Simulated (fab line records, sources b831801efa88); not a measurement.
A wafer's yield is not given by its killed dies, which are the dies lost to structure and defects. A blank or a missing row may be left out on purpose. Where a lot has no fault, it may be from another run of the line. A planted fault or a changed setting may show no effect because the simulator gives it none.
A lot that was struck, set against a sound lot || flow sfq_line || 42 steps out of a route of 325
Sound: these wafers, L590.1, L590.3, L590.5. Wafers L601.1, L601.4, L601.5 were the ones struck. At the end, the cause is stated.
Per side, at each step with rows, come the tool, then ch with its chambers, and then its first start. Under that, the readings that differ: sound wafers || struck wafers || difference of the means || sigmas: that difference in standard deviations of wafers without a fault.
alike: same words and numbers on both sides, and readings whose means sit less than 2 such deviations apart. not compared: any withheld reading, any reading some wafer has no value for, any bound like >300 that may hide the same value, and any number with overlapping values for which the record gives no deviation.
The two part at a step that has a row with sigmas, a row that says differs or no value, or rows on one side only. Numbers that have no deviation but don't overlap get no sigmas and don't part them. Lack of a reading on every wafer of one side parts them only where that side has two or more wafers.

first, 6 steps without rows for these wafers: SFQ_TRILAYER_M0_LITHO_COAT_026 (resist thk 62 nm); SFQ_TRILAYER_M0_LITHO_COAT_021 (resist thk 600 nm); SFQ_TRILAYER_M0_LITHO_SOFTBAKE_025; SFQ_TRILAYER_M0_LITHO_EXPOSE_022 (exposes mask M0, target cd 500 nm); SFQ_TRILAYER_M0_LITHO_PEB_024 (peb time 60 s); SFQ_TRILAYER_M0_LITHO_DEVELOP_023 (time 60 s).
SFQ_M0_OVL_MEAS_906:
  sound: overlay-01 at day 14 14:16; struck: overlay-01 at day 18 08:35
  alike: M0_OVL
SFQ_TRILAYER_M0_BARC_OPEN_METAL_ETCH_031: etches BARC in O2, target depth 125 nm, time 41.7 s.
  sound on rie_metal-01 ch 1, day 14 14:19; struck on rie_metal-04 ch 0,1, day 18 08:37
  alike: drypump_motor_current_A, oes_product_au
  not compared: rf_hours_counter_h
then, 4 steps without rows for these wafers: SFQ_TRILAYER_M0_ETCH_METAL_ETCH_024 (etches Nb in Cl2/Ar, stops on SiO2, target depth 240 nm, time 120 s); SFQ_TRILAYER_M0_STRIP_STRIP_025 (strips in O2); SFQ_TRILAYER_M0_STRIP_SOLV_CLEAN_026 (cleans in NMP, time 600 s); SFQ_TRILAYER_I0_DEP_PECVD_027 (deposits SiO2 from SiH4/N2O, time 111.11 s, target thk 500 nm).
SFQ_TRILAYER_I0_CMP_CMP_028: polishes SiO2.
  sound on cmp-02 ch 1,2, day 14 16:08; struck on cmp-01 ch 0,1,3, day 18 10:10
  no value came back on the struck wafers for edge_zone_pressure_frac, head_pressure_psi (psi), motor_current_A (A), time_to_endpoint_s (s); on the sound wafers edge_zone_pressure_frac reads 1.002 1.003 0.998
{"reading": "model.SiO2_of_TRILAYER_I0_DEP_PECVD_027.thk_nm (nm)", "sound": "203 201.4 202.3", "struck": "494.9 502.1 508.2", "difference": "+299.5", "sigmas": ""}
SFQ_I0_BOW_MEAS_907:
  sound: film_metro-01 at day 14 19:08; struck: film_metro-01 at day 18 12:40
  alike: I0_BOW
SFQ_TRILAYER_I0_METRO_MEASURE_029:
  sound: film_metro-01 at day 14 19:15; struck: film_metro-01 at day 18 12:47
{"reading": "thk_nm (nm)", "sound": "203.1 201.5 202.4", "struck": "495.0 502.0 508.0", "difference": "+299.3", "sigmas": "+99 or more"}
then, 6 steps without rows for these wafers: SFQ_TRILAYER_I0_VIA_LITHO_COAT_036 (resist thk 62 nm); SFQ_TRILAYER_I0_VIA_LITHO_COAT_031 (resist thk 650 nm); SFQ_TRILAYER_I0_VIA_LITHO_SOFTBAKE_035; SFQ_TRILAYER_I0_VIA_LITHO_EXPOSE_032 (exposes mask I0, target cd 500 nm); SFQ_TRILAYER_I0_VIA_LITHO_PEB_034 (peb time 60 s); SFQ_TRILAYER_I0_VIA_LITHO_DEVELOP_033 (time 60 s).
-- the record jumps here: 4 days lie between the struck wafers' starts before and after --
SFQ_I0_OVL_MEAS_908:
  sound: overlay-02 at day 20 13:23; struck: overlay-01 at day 22 16:06
  alike: I0_OVL
SFQ_TRILAYER_I0_VIA_BARC_OPEN_VIA_ETCH_046: etches BARC in O2, target depth 125 nm, time 41.7 s.
  sound on rie_diel-04 ch 0,2,3, day 20 13:25; struck on rie_diel-04 ch 1,2,3, day 22 16:08
  alike: drypump_motor_current_A, oes_product_au
  not compared: rf_hours_counter_h
SFQ_TRILAYER_I0_VIA_ETCH_VIA_ETCH_034: etches SiO2 in CHF3, stops on Nb, target depth 260 nm.
  sound on rie_diel-04 ch 0,2,3, day 20 13:28; struck on rie_diel-04 ch 1,2,3, day 22 16:10
{"reading": "oes_product_au (a.u.)", "sound": "0.864 0.852 0.866", "struck": "1.597 1.595 1.601", "difference": "+0.737", "sigmas": "+99 or more"}
{"reading": "model.etch.depth_nm (nm)", "sound": "203 201.4 202.3", "struck": "253.7 255.5 253.8", "difference": "+52.1", "sigmas": ""}
{"reading": "model.I0.feature_depth_nm (nm)", "sound": "203 201.4 202.3", "struck": "253.7 255.5 253.8", "difference": "+52.1", "sigmas": ""}
  alike: drypump_motor_current_A
then, 2 steps without rows for these wafers: SFQ_TRILAYER_I0_VIA_STRIP_STRIP_035 (strips in O2); SFQ_TRILAYER_I0_VIA_STRIP_SOLV_CLEAN_036 (cleans in NMP, time 600 s).
SFQ_TRILAYER_M1_DEP_PRE_CLEAN_038: time 22.5 s.
  sound: pvd_sputter-03 at day 20 14:21; struck: pvd_sputter-06 at day 22 17:14
{"reading": "model.SiO2_of_TRILAYER_I0_DEP_PECVD_027.thk_nm (nm)", "sound": "195.5 193.9 194.8", "struck": "487.4 494.6 500.7", "difference": "+299.5", "sigmas": ""}
SFQ_TRILAYER_M1_DEP_SPUTTER_037: material Nb, target thk 200 nm, time 133.3 s.
  sound: pvd_sputter-03 at day 20 14:23; struck: pvd_sputter-06 at day 22 17:16
  alike: throttle_valve_pct
SFQ_M1_RS_MEAS_909: measures by four-point-probe.
  sound: film_metro-02 at day 20 14:28; struck: film_metro-03 at day 22 17:22
{"reading": "M1_NB_RS (ohm/sq)", "sound": "0.886 0.877 0.878", "struck": "0.908 0.902 0.910", "difference": "+0.026", "sigmas": "+3"}
then, 6 steps without rows for these wafers: SFQ_TRILAYER_M1_LITHO_COAT_044 (resist thk 62 nm); SFQ_TRILAYER_M1_LITHO_COAT_039 (resist thk 600 nm); SFQ_TRILAYER_M1_LITHO_SOFTBAKE_043; SFQ_TRILAYER_M1_LITHO_EXPOSE_040 (exposes mask M1, target cd 500 nm); SFQ_TRILAYER_M1_LITHO_PEB_042 (peb time 60 s); SFQ_TRILAYER_M1_LITHO_DEVELOP_041 (time 60 s).
-- the record jumps here: 6 days lie between the struck wafers' starts before and after --
SFQ_M1_OVL_MEAS_911:
  sound: overlay-01 at day 27 00:05; struck: overlay-01 at day 29 02:37
  alike: M1_OVL
then, 2 steps without rows for these wafers: SFQ_TRILAYER_M1_BARC_OPEN_METAL_ETCH_054 (etches BARC in O2, target depth 125 nm, time 41.7 s); SFQ_TRILAYER_M1_ETCH_METAL_ETCH_042 (etches Nb in Cl2/Ar, stops on SiO2, target depth 240 nm, time 120 s).
SFQ_TRILAYER_M1_STRIP_STRIP_043: strips in O2.
  sound on rie_metal-02 ch 1, day 27 00:29; struck on rie_metal-04 ch 0,1, day 29 02:50
  alike: drypump_motor_current_A, oes_product_au
  not compared: rf_hours_counter_h
then, 1 step without rows for these wafers: SFQ_TRILAYER_M1_STRIP_SOLV_CLEAN_044 (cleans in NMP, time 600 s).
SFQ_TRILAYER_I1_DEP_PECVD_045: deposits SiO2 from SiH4/N2O, time 111.11 s, target thk 500 nm.
  sound on pecvd-03 ch 0,1, day 27 01:52; struck on pecvd-03 ch 0,1,2, day 29 03:37
  alike: heater_power_w, throttle_valve_pct
-- the record jumps here: 56 days lie between the struck wafers' starts before and after --
SFQ_M8_BOW_MEAS_951:
  sound: film_metro-03 at day 83 04:31; struck: film_metro-01 at day 85 07:13
{"reading": "M8_BOW (um)", "sound": "24 22 12", "struck": "-13 -7 2", "difference": -25, "sigmas": -3}
{"reading": "model.etest.i0.link_ohm", "sound": "1.926 1.919 1.921", "struck": "1e+06 1e+06 1e+06", "difference": "+1e+06", "sigmas": ""}

WHERE THEY PART
Last at SFQ_M8_BOW_MEAS_951 as far as this record goes, first at SFQ_TRILAYER_I0_CMP_CMP_028.

WHY: whatever the simulator had introduced
Step skipped in full: cmp-01, at SFQ_TRILAYER_I0_CMP_CMP_028, from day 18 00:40 onward. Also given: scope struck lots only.
